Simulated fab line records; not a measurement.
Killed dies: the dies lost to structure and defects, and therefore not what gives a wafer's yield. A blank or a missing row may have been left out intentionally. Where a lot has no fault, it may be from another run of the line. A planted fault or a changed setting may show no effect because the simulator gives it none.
Matching of chambers ; flow gf180mcu ; GF_V4_CMP_26 on cmp-02: 4 sister chambers
The step polishes, stops on SiO2, t overpolish 15 s, target thk 0 nm. 16 wafers are shown with their chamber, then 8 later ones without.

== EACH WAFER AND ITS CHAMBER ==
wafer;chamber;motor current A (A);time to endpoint s (s);edge zone pressure frac
L933.2;2;13.8;89;1.010
L933.4;1;12.6;86;0.993
L933.5;3;9.8;76;1.002
L934.1;3;9.8;80;0.999
L934.3;1;12.5;84;1.007
L934.5;2;13.8;88;1.004
L935.2;3;9.9;78;0.999
L935.4;0;10.8;84;0.996
L935.5;2;13.8;85;0.995
L936.1;2;13.6;85;1.007
L936.3;3;9.7;79;1.000
L936.5;3;9.4;80;0.997
L938.2;0;11.5;88;0.992
L938.3;2;13.9;84;0.998
L938.6;1;12.7;83;0.995
L939.1;0;10.7;87;0.998

SIGNATURES (averages over the wafers above)
reading;chamber 0;chamber 1;chamber 2;chamber 3;scatter within a chamber
motor current A;11.000;12.600;13.780;9.720;0.223
time to endpoint s;86.33;84.33;86.20;78.60;1.9
edge zone pressure frac;0.99533;0.99833;1.00280;0.99940;0.00501
Rule: distance of a wafer from a chamber = root of the sum over the readings of ((wafer's reading minus chamber's mean) / reading's scatter) squared. If the next closest chamber is less than 2 further off than the closest, the wafer can't be placed; otherwise it belongs to the closest. The scatter: the root of (the sum of the squares of (reading less its chamber's mean) over the shown wafers, divided by (wafers less chambers)).

== WAFERS WHOSE CHAMBER IS MISSING ==
wafer;motor current A (A);time to endpoint s (s);edge zone pressure frac
L939.3;12.3;88;0.998
L939.5;13.7;88;0.998
L953.1;13.1;88;0.999
L953.3;12.3;87;0.999
L953.6;9.6;82;0.997
L954.3;12.4;86;0.991
L954.4;10.9;89;1.002
L954.6;9.4;79;1.000

== WHICH CHAMBER EACH ONE RAN IN ==
wafer;from the rows above;in truth
L939.3;1;1
L939.5;2;2
L953.1;can't be placed: 1 or 2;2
L953.3;1;1
L953.6;3;3
L954.3;1;1
L954.4;0;0
L954.6;3;3
Placed correctly: 7 of 8. Cannot be placed on the basis of these rows: 1; the candidates contain the true chamber in 1. Placed wrongly: 0.
